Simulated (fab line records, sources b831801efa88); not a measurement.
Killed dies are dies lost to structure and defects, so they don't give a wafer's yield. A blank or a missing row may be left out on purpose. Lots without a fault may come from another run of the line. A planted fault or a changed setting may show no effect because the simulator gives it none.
Which tool did it? | flow sky130 | 12 lots, 36 wafers sampled, at 5 steps of a route of 708

WHAT THE GAUGES READ, wafer by wafer
SKY_PWDE_OVL_MEAS_07. Usual: PWDE_OVL -1.5 nm, standard deviation 1.4.
lot  | measured    | on         | PWDE_OVL (nm)  | flag
L621 | day 4 04:35 | overlay-02 | -2.1 -2.4 -1.2 |
L622 | day 4 07:29 | overlay-02 | 1.3 -0.3 0.1   |
L623 | day 4 07:46 | overlay-02 | -2.9 -2.4 1.0  |
L624 | day 4 10:38 | overlay-02 | -1.1 -3.9 -3.7 |
L626 | day 4 23:50 | overlay-02 | 1.5 0.3 1.5    |
L627 | day 5 06:01 | overlay-01 | -1.9 -3.0 -1.8 |
L634 | day 7 01:46 | overlay-01 | -0.3 -2.7 -2.2 |
L638 | day 7 19:19 | overlay-01 | -1.2 -1.8 1.2  |
L640 | day 8 10:25 | overlay-01 | 0.4 -0.9 -0.9  |
L641 | day 8 10:41 | overlay-02 | -0.4 -1.7 -2.7 |
L642 | day 8 17:01 | overlay-01 | -1.0 -0.8 -1.4 |
L644 | day 9 07:47 | overlay-02 | -3.0 -2.7 -1.9 |

SKY_VT_ADJUST_HVTP_TW_MEAS_11. Usual: VT_ADJUST_HVTP_TW 1350, standard deviation 6.2.
lot  | measured     | on            | VT_ADJUST_HVTP_TW | flag
L621 | day 6 10:48  | film_metro-03 | 1358 1356 1357    |
L622 | day 6 13:53  | film_metro-04 | 1360 1353 1353    |
L623 | day 6 14:14  | film_metro-02 | 1344 1345 1350    |
L624 | day 6 16:13  | film_metro-03 | 1355 1354 1359    |
L626 | day 7 08:58  | film_metro-04 | 1349 1341 1346    |
L627 | day 7 15:28  | film_metro-03 | 1329 1336 1335    |
L634 | day 9 17:17  | film_metro-04 | 1356 1357 1359    |
L638 | day 10 12:19 | film_metro-03 | 1352 1358 1347    |
L640 | day 11 04:56 | film_metro-02 | 1341 1347 1343    |
L641 | day 11 05:56 | film_metro-04 | 1349 1354 1352    |
L642 | day 11 12:35 | film_metro-02 | 1338 1344 1345    |
L644 | day 12 04:17 | film_metro-04 | 1356 1353 1359    |

WHICH TOOL RAN EACH LOT (tool, then ch and the chambers of the sampled wafers, then the start)
lot  | SKY_DNWELL_STRIP_08                 | SKY_PWDE_STRIP_09                   | SKY_VT_ADJUST_HVTP_IMPLANT_09
L621 | plasma_asher-04 ch 0,1, day 3 12:29 | plasma_asher-02 ch 0,1, day 4 04:46 | implanter-03 ch 0, day 6 10:33
L622 | plasma_asher-03 ch 0,1, day 3 14:52 | plasma_asher-01 ch 0,1, day 4 07:40 | implanter-04 ch 0, day 6 13:40
L623 | plasma_asher-02 ch 0,1, day 3 15:06 | plasma_asher-01 ch 0,1, day 4 07:58 | implanter-01 ch 0, day 6 14:01
L624 | plasma_asher-02 ch 0,1, day 3 16:49 | plasma_asher-01 ch 0,1, day 4 10:49 | implanter-01 ch 0, day 6 15:58
L626 | plasma_asher-02 ch 0,1, day 4 08:17 | plasma_asher-02 ch 0,1, day 5 00:01 | implanter-03 ch 0, day 7 08:43
L627 | plasma_asher-03 ch 0,1, day 4 13:50 | plasma_asher-01 ch 0,1, day 5 06:11 | implanter-01 ch 0, day 7 15:13
L634 | plasma_asher-04 ch 0,1, day 6 06:59 | plasma_asher-02 ch 0,1, day 7 01:56 | implanter-04 ch 0, day 9 17:03
L638 | plasma_asher-04 ch 0,1, day 6 23:17 | plasma_asher-01 ch 1, day 7 19:29   | implanter-04 ch 0, day 10 12:04
L640 | plasma_asher-03 ch 0,1, day 7 14:10 | plasma_asher-01 ch 0,1, day 8 10:35 | implanter-01 ch 0, day 11 04:42
L641 | plasma_asher-04 ch 0,1, day 7 14:31 | plasma_asher-03 ch 0,1, day 8 10:52 | implanter-03 ch 0, day 11 05:41
L642 | plasma_asher-02 ch 0,1, day 7 21:02 | plasma_asher-02 ch 0,1, day 8 17:13 | implanter-01 ch 0, day 11 12:22
L644 | plasma_asher-02 ch 1, day 8 10:13   | plasma_asher-03 ch 0,1, day 9 07:58 | implanter-01 ch 0, day 12 04:03
- SKY_DNWELL_STRIP_08: strips in O2/N2.
- SKY_PWDE_STRIP_09: strips in O2/N2.
- SKY_VT_ADJUST_HVTP_IMPLANT_09

WHAT THE TOOLS THEMSELVES READ (means of the sampled wafers that have a number; where no wafer has one, the mark that the record gives instead)
SKY_DNWELL_STRIP_08. Usual: drypump_motor_current_A 5.6 A, standard deviation 0.32; oes_product_au 0.722 a.u., standard deviation 0.0047; strip_time_to_endpoint_s 36.94 s, standard deviation 0.088.
lot  | tool            | drypump_motor_current_A (A) | oes_product_au (a.u.) | strip_time_to_endpoint_s (s) | flag
L621 | plasma_asher-04 | 5.8                         | 0.724                 | 36.75                        |
L622 | plasma_asher-03 | 5.3                         | 0.721                 | 36.87                        |
L623 | plasma_asher-02 | 5.6                         | 0.724                 | 36.94                        |
L624 | plasma_asher-02 | 5.6                         | 0.725                 | 36.85                        |
L626 | plasma_asher-02 | 5.6                         | 0.722                 | 37.04                        |
L627 | plasma_asher-03 | 5.3                         | 0.719                 | 36.98                        |
L634 | plasma_asher-04 | 5.8                         | 0.724                 | 36.96                        |
L638 | plasma_asher-04 | 5.8                         | 0.720                 | 37.05                        |
L640 | plasma_asher-03 | 5.3                         | 0.723                 | 36.91                        |
L641 | plasma_asher-04 | 5.8                         | 0.725                 | 37.00                        |
L642 | plasma_asher-02 | 5.8                         | 0.718                 | 37.05                        |
L644 | plasma_asher-02 | 5.3                         | 0.721                 | 36.96                        |

SKY_PWDE_STRIP_09. Usual: drypump_motor_current_A 5.6 A, standard deviation 0.31; oes_product_au 0.723 a.u., standard deviation 0.0046; strip_time_to_endpoint_s 36.95 s, standard deviation 0.12.
lot  | tool            | drypump_motor_current_A (A) | oes_product_au (a.u.) | strip_time_to_endpoint_s (s) | flag
L621 | plasma_asher-02 | 5.5                         | 0.720                 | 36.99                        |
L622 | plasma_asher-01 | 5.5                         | 0.727                 | 36.99                        |
L623 | plasma_asher-01 | 5.6                         | 0.724                 | 36.95                        |
L624 | plasma_asher-01 | 5.5                         | 0.728                 | 36.95                        |
L626 | plasma_asher-02 | 5.8                         | 0.723                 | 36.88                        |
L627 | plasma_asher-01 | 5.5                         | 0.725                 | 36.80                        |
L634 | plasma_asher-02 | 5.8                         | 0.726                 | 36.94                        |
L638 | plasma_asher-01 | 5.8                         | 0.722                 | 37.07                        |
L640 | plasma_asher-01 | 5.6                         | 0.719                 | 36.91                        |
L641 | plasma_asher-03 | 5.3                         | 0.722                 | 36.93                        |
L642 | plasma_asher-02 | 5.8                         | 0.726                 | 36.92                        |
L644 | plasma_asher-03 | 5.3                         | 0.722                 | 36.87                        |

THE ANSWER, worked out from the rows above alone
Rule: a lot is off if the mean of its wafers that have a number lies more than 3 standard deviations from the usual mean. A lot without any number at a reading at which 4 lots or more have one is off too. The other lots that the step has rows for count as sound. The gauges are gone through in route order, then the tools' own readings, and for those a lot's mean is taken as printed above. The first step at which some lot is off is used, and at that step the reading that is off furthest; a lot without a number counts as furthest.
No lot is off at any reading shown: from this, nothing can be told.

WHAT THE SIMULATOR HAD PUT IN
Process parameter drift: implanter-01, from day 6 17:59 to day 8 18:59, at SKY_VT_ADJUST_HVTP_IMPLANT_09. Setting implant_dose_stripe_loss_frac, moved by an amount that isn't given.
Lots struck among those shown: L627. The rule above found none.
